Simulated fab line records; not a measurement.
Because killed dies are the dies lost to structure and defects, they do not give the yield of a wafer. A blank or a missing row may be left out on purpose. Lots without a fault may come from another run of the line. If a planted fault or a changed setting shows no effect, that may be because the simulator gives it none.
Comparing a struck lot with a sound one :: flow sky130 :: 15 steps out of a route of 708
Sound: these wafers, L943.2, L943.5, L943.6. Wafers L956.1, L956.2, L956.4 were the ones struck. The cause is given at the end.
Each step with rows lists, per side, the tool, then ch with its chambers, then its first start. Under that, the readings that differ: sound wafers :: struck wafers :: difference of the means :: sigmas: that difference in standard deviations of wafers without a fault.
alike: words and numbers the same on both sides, and readings whose means are apart by under 2 such deviations; not compared: readings that were withheld, readings missing a value for some wafer, numbers with overlapping values and no deviation given by the record, and bounds like >300 which may hide the same value.
The two part at a step that has a row with sigmas, a row that says differs or no value, or rows on one side only. Numbers that don't overlap but have no deviation are shown without sigmas and don't part them. A reading missing from all wafers of one side parts the sides only when that side holds two or more wafers.

first, 2 steps without rows for these wafers: SKY_SALICIDE_CLEAN_00 (cleans in HF-last, time 30 s); SKY_LI_CONTACT_HDPCVD_00 (deposits PSG, target thk 930 nm, time 155 s).
SKY_LI_CONTACT_THK_MEAS_01:
  sound on film_metro-04 at day 27 08:59; struck on film_metro-04 at day 32 02:58
  alike: LI_CONTACT_HDPCVD_THK
SKY_LI_CONTACT_CMP_02: polishes PSG.
  sound on cmp-02 ch 1,2,3, day 27 09:08; struck on cmp-01 ch 0,1,2, day 32 03:02
  alike: motor_current_A, time_to_endpoint_s
SKY_LI_CONTACT_BOW_MEAS_03:
  sound on film_metro-03 at day 27 09:21; struck on film_metro-01 at day 32 03:20
  alike: LI_CONTACT_BOW
then, 7 steps without rows for these wafers: SKY_LI_CONTACT_DEHYDRATE_04 (time 60 s); SKY_LI_CONTACT_HMDS_05 (prime time 60 s); SKY_LI_CONTACT_COAT_06 (resist thk 60 nm); SKY_LI_CONTACT_COAT_07 (resist thk 450 nm); SKY_LI_CONTACT_SOFTBAKE_08 (time 90 s); SKY_LI_CONTACT_EXPOSE_09 (exposes mask LICM1, target cd 170 nm); SKY_LI_CONTACT_PEB_10.
SKY_LI_CONTACT_DEVELOP_11: develop time 60 s.
  sound on litho_track-01 ch 0, day 28 13:00; struck on litho_track-01 ch 0, day 33 05:00
reading: developer_temp_C (C)
sound: 21.03 20.94 20.92
struck: 21.72 21.77 21.80
difference: +0.80
sigmas: +7
SKY_LI_CONTACT_CD_MEAS_12 targets a cd of 170 nm.
  sound on cd_sem-01 at day 28 13:26; struck on cd_sem-02 at day 33 05:55
  alike: cd_nm
-- the record jumps here: 15 days lie between the struck wafers' starts before and after (it left off in module LI_CONTACT and takes up again in module PAD_OPEN, whose first step shown is number 708 of the route) --
SKY_PAD_OPEN_PROBE_99:
  sound on prober-01 at day 45 08:01; struck on prober-02 at day 48 17:47
  alike: killed_at_M0_to_M3, killed_at_M4_up, killed_at_contacts, killed_at_front_end, killed_at_other, killed_dies, killed_open, killed_short

## WHERE THEY PART
Only at SKY_LI_CONTACT_DEVELOP_11, within this record. Later steps at which nothing parts them and some readings are alike: SKY_LI_CONTACT_CD_MEAS_12, SKY_PAD_OPEN_PROBE_99.

WHY: the cause the simulator had injected
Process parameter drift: litho_track-01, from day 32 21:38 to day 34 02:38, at SKY_LI_CONTACT_DEVELOP_11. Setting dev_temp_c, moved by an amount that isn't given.
